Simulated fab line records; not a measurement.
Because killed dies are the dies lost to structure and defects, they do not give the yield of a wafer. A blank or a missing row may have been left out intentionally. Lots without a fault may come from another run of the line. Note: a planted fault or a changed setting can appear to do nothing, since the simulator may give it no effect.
A struck lot beside a sound one || flow sky130 || 39 out of 708 route steps
Sound: the wafers L631.2, L631.3, L631.5. The struck wafers were L643.2, L643.3, L643.5. Last of all comes the cause.
Per side, at each step with rows, come the tool, then ch with its chambers, and then its first start. Under that, the readings that differ: sound wafers || struck wafers || difference of the means || sigmas: that difference in standard deviations of wafers without a fault.
alike: readings whose means differ by less than 2 such deviations, and words and numbers that are the same on both sides. not compared: withheld readings, readings that some wafer has no value for, bounds like >300 that may hide the same value, and numbers for which the record gives no deviation and whose values overlap.
Wherever a step has rows on one side only, a row that says differs or no value, or a row with sigmas, the two part there. When numbers do not overlap yet have no deviation, they are printed without sigmas and do not part them. A reading missing from all wafers of one side parts the sides only when that side holds two or more wafers.

first, 1 step without rows for these wafers: SKY_POLY_GATE_ETCH_15 (etches BARC in N2/H2, stops on SiO2, time 118.5 s, target depth 110 nm).
SKY_POLY_GATE_ETCH_16: etches Si3N4 in CH3F/O2, stops on poly-Si, time 147.5 s, target depth 75 nm.
  sound on rie_diel-03 ch 0,2,3, day 16 16:44; struck on rie_diel-01 ch 0,1, day 21 06:31
  alike: drypump_motor_current_A, oes_product_au, throttle_valve_pct
  not compared: rf_hours_counter_h
SKY_POLY_GATE_ETCH_17: etches poly-Si in HBr/Cl2, stops on SiO2, target depth 180 nm, time 70.5 s.
  sound on rie_si-02 ch 0,1,2, day 16 16:50; struck on rie_si-02 ch 1,2,3, day 21 06:37
{"reading": "oes_product_au (a.u.)", "sound": "0.975 0.968 0.982", "struck": "0.991 0.987 0.993", "difference": "+0.015", "sigmas": "+2"}
  alike: drypump_motor_current_A, throttle_valve_pct
  not compared: rf_hours_counter_h
SKY_POLY_GATE_STRIP_18: strips in O2/N2.
  sound on plasma_asher-04 ch 1, day 16 16:53; struck on plasma_asher-02 ch 0,1, day 21 06:41
  alike: drypump_motor_current_A, oes_product_au, strip_time_to_endpoint_s
  not compared: rf_hours_counter_h
then, 2 steps without rows for these wafers: SKY_POLY_GATE_CLEAN_19 (cleans in SC1/SC2, time 150 s); SKY_POLY_GATE_OXIDATION_20 (stabilise 600 s, purge 300 s, target thk 4 nm).
SKY_POLY_GATE_THK_MEAS_21:
  sound on film_metro-03 at day 16 18:51; struck on film_metro-01 at day 21 08:05
  alike: POLY_GATE_OXIDATION_THK
SKY_POLY_GATE_CD_MEAS_22:
  sound on cd_sem-01 at day 16 18:55; struck on cd_sem-01 at day 21 08:10
  alike: cd_nm
then, 4 steps without rows for these wafers: SKY_LDD_N_DEHYDRATE_00 (time 60 s); SKY_LDD_N_HMDS_01 (prime time 60 s); SKY_LDD_N_COAT_02 (resist thk 300 nm); SKY_LDD_N_SOFTBAKE_03 (time 60 s).
SKY_LDD_N_EXPOSE_04: exposes mask NTM, target cd 840 nm.
  sound on iline_stepper-01 ch 0, day 17 09:30; struck on iline_stepper-02 ch 0, day 21 23:41
{"reading": "mask", "sound": "NTM#0 NTM#0 NTM#0", "struck": "PSDM#0 PSDM#0 PSDM#0", "difference": "differs", "sigmas": ""}
then, 2 steps without rows for these wafers: SKY_LDD_N_PEB_05; SKY_LDD_N_DEVELOP_06 (develop time 60 s).
SKY_LDD_N_OVL_MEAS_07:
  sound on overlay-02 at day 18 00:02; struck on overlay-02 at day 22 14:11
{"reading": "LDD_N_OVL (nm)", "sound": "0.1 0.1 -0.5", "struck": "- - -", "difference": "no value on the struck wafers", "sigmas": ""}
then, 8 steps without rows for these wafers: SKY_LDD_N_IMPLANT_08; SKY_LDD_N_IMPLANT_09; SKY_LDD_N_IMPLANT_10; SKY_LDD_N_IMPLANT_11; SKY_LDD_N_IMPLANT_12; SKY_LDD_N_IMPLANT_13; SKY_LDD_N_IMPLANT_14; SKY_LDD_N_IMPLANT_15.
SKY_LDD_N_STRIP_16: strips in O2/N2.
  sound on plasma_asher-04 ch 0,1, day 18 01:16; struck on plasma_asher-04 ch 1, day 22 15:25
  alike: drypump_motor_current_A, oes_product_au, strip_time_to_endpoint_s
  not compared: rf_hours_counter_h
SKY_LDD_N_TW_MEAS_17:
  sound on film_metro-03 at day 18 01:23; struck on film_metro-03 at day 22 15:32
{"reading": "LDD_N_TW", "sound": "2607 2587 2604", "struck": "30 30 30", "difference": -2569, "sigmas": -89}
then, 7 steps without rows for these wafers: SKY_LDD_P_DEHYDRATE_00 (time 60 s); SKY_LDD_P_HMDS_01 (prime time 60 s); SKY_LDD_P_COAT_02 (resist thk 1140 nm); SKY_LDD_P_SOFTBAKE_03 (time 60 s); SKY_LDD_P_EXPOSE_04 (exposes mask PSDM, target cd 380 nm); SKY_LDD_P_PEB_05; SKY_LDD_P_DEVELOP_06 (develop time 60 s).
SKY_LDD_P_CD_MEAS_07 targets a cd of 380 nm.
  sound on cd_sem-02 at day 19 07:38; struck on cd_sem-02 at day 23 21:57
  alike: cd_nm
SKY_LDD_P_OVL_MEAS_08:
  sound on overlay-01 at day 19 07:44; struck on overlay-01 at day 23 22:04
  alike: LDD_P_OVL
then, 1 step without rows for these wafers: SKY_LDD_P_IMPLANT_09.
SKY_LDD_P_STRIP_10: strips in O2/N2.
  sound on plasma_asher-01 ch 0,1, day 19 07:55; struck on plasma_asher-03 ch 0,1, day 23 22:14
  alike: drypump_motor_current_A, oes_product_au, strip_time_to_endpoint_s
  not compared: rf_hours_counter_h
SKY_LDD_P_TW_MEAS_11:
  sound on film_metro-02 at day 19 08:01; struck on film_metro-04 at day 23 22:21
{"reading": "LDD_P_TW", "sound": "636 638 640", "struck": "2660 2652 2656", "difference": "+2018", "sigmas": "+99 or more"}
then, 1 step without rows for these wafers: SKY_LDD_HVN_DEHYDRATE_00 (time 60 s).

## WHERE THEY PART
Last at SKY_LDD_P_TW_MEAS_11 as far as this record goes, first at SKY_POLY_GATE_ETCH_17.

WHY: whatever the simulator had introduced
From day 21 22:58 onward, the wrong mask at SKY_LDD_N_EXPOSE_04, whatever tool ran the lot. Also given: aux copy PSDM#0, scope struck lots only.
